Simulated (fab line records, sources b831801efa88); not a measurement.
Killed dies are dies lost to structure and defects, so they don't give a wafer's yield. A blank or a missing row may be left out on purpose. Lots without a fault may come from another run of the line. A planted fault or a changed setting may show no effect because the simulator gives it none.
Split-lot experiment | flow sky130 | 5 lots, 23 wafers read, on a route of 708 steps

THE SPLIT
At SKY_DNWELL_COAT_02 (resist thk 3000 nm), the setting resist_thk_nm was moved away from the recipe's 3000 nm on 5 of the 23 wafers read, by +2.0% to +5.3%. The other wafers ran this setting at the recipe's value.

FROM THE SPLIT TO THE READING: what the file shows between them, 3 steps
- SKY_DNWELL_SOFTBAKE_03
- SKY_DNWELL_EXPOSE_04: exposes mask DNM, target cd 3000 nm
- SKY_DNWELL_PEB_05

THE READING
DNWELL.cd_nm (the simulator's own value, which no gauge read), in nm, at SKY_DNWELL_DEVELOP_06 (develop time 60 s). The file gives no usual value for it. The 18 wafers here that ran the recipe average 2993 nm, standard deviation 6.3 nm.

wafer  | tool, chamber at the split | resist_thk_nm as run, nm | against the recipe | DNWELL.cd_nm, nm | against lot-mates on the recipe
L074.1 | litho_track-01, 0          | 3000                     | recipe             | 3004             | -
L074.4 | litho_track-01, 0          | 3000                     | recipe             | 3004             | -
L074.2 | litho_track-01, 0          | 3000                     | recipe             | 3001             | -
L074.6 | litho_track-01, 0          | 3000                     | recipe             | 3001             | -
L074.5 | litho_track-01, 0          | 3000                     | recipe             | 3002             | -
L076.1 | litho_track-01, 0          | 3000                     | recipe             | 2989             | -
L076.4 | litho_track-01, 0          | 3000                     | recipe             | 2989             | -
L076.5 | litho_track-01, 0          | 3000                     | recipe             | 2989             | -
L076.2 | litho_track-01, 0          | 3000                     | recipe             | 2992             | -
L076.3 | litho_track-01, 0          | 3000                     | recipe             | 2991             | -
L080.1 | litho_track-04, 0          | 3000                     | recipe             | 2990             | -
L080.2 | litho_track-04, 0          | 3000                     | recipe             | 2990             | -
L080.3 | litho_track-04, 0          | 3000                     | recipe             | 2991             | -
L083.1 | litho_track-04, 0          | 3061                     | +2.0%              | 2985             | -2
L083.2 | litho_track-04, 0          | 3000                     | recipe             | 2987             | -
L083.3 | litho_track-04, 0          | 3000                     | recipe             | 2987             | -
L083.4 | litho_track-04, 0          | 3061                     | +2.0%              | 2984             | -3
L083.6 | litho_track-04, 0          | 3000                     | recipe             | 2988             | -
L085.1 | litho_track-03, 0          | 3159                     | +5.3%              | 2976             | -10
L085.2 | litho_track-03, 0          | 3159                     | +5.3%              | 2974             | -12
L085.3 | litho_track-03, 0          | 3000                     | recipe             | 2987             | -
L085.4 | litho_track-03, 0          | 3000                     | recipe             | 2985             | -
L085.5 | litho_track-03, 0          | 3159                     | +5.3%              | 2975             | -11

THE FIT
A straight line over all 23 wafers: DNWELL.cd_nm changes by -3.36 nm for each +1% of resist_thk_nm; r = -0.73; the points scatter about the line by 5.9 nm.
The same after taking each lot's own level away (the mean of its wafers on the recipe; 23 wafers): -2.03 nm for each +1%; r = -0.96; scatter 1.1 nm.
On that fit, the largest move of resist_thk_nm shifts the reading by 11 nm.
The lots' own levels span 2986.0 to 3002.4 nm, that is 2.6 times the standard deviation above.
So the lot-to-lot level blurs the effect unless lot-mates are compared.
Check: with one of the wafers moved furthest among these (+5.3%) left out of the fit, the line predicts -11 nm for it against its lot-mates. It came out at -10 nm against them.

OTHER SPLITS ON THESE WAFERS
These wafers also went through other splits before the reading. Each is held against what the fit with the lots' levels taken away leaves over:
other split on the same wafers    | wafers away from the commonest value | r with DNWELL.cd_nm (lot level and that fit taken away)
SKY_FIELD_ISO_OXIDATION_01 temp_c | 18                                   | +0.07
SKY_FIELD_ISO_EXPOSE_10 dose_mj   | 5                                    | +0.21

THE WHOLE CHAIN: every reading that the file lists as answering this split, in the file's order
step                  | what it does       | reading                                                                        | change (the file's fit)              | r (the file's)
SKY_DNWELL_COAT_02    | resist thk 3000 nm | coat_of_DNWELL_COAT_02.thk_nm (the simulator's own value, which no gauge read) | +29.3 nm for each +1% of the setting | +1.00
SKY_DNWELL_DEVELOP_06 | develop time 60 s  | DNWELL.cd_nm (the simulator's own value, which no gauge read)                  | -1.92 nm for each +1% of the setting | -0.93
SKY_DNWELL_STRIP_08   | strips in O2/N2    | strip_time_to_endpoint_s                                                       | withheld for each +1% of the setting | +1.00

THE FILE'S OWN FIT
DNWELL.cd_nm changes by -1.92 nm for each +1% of resist_thk_nm, r = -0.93.
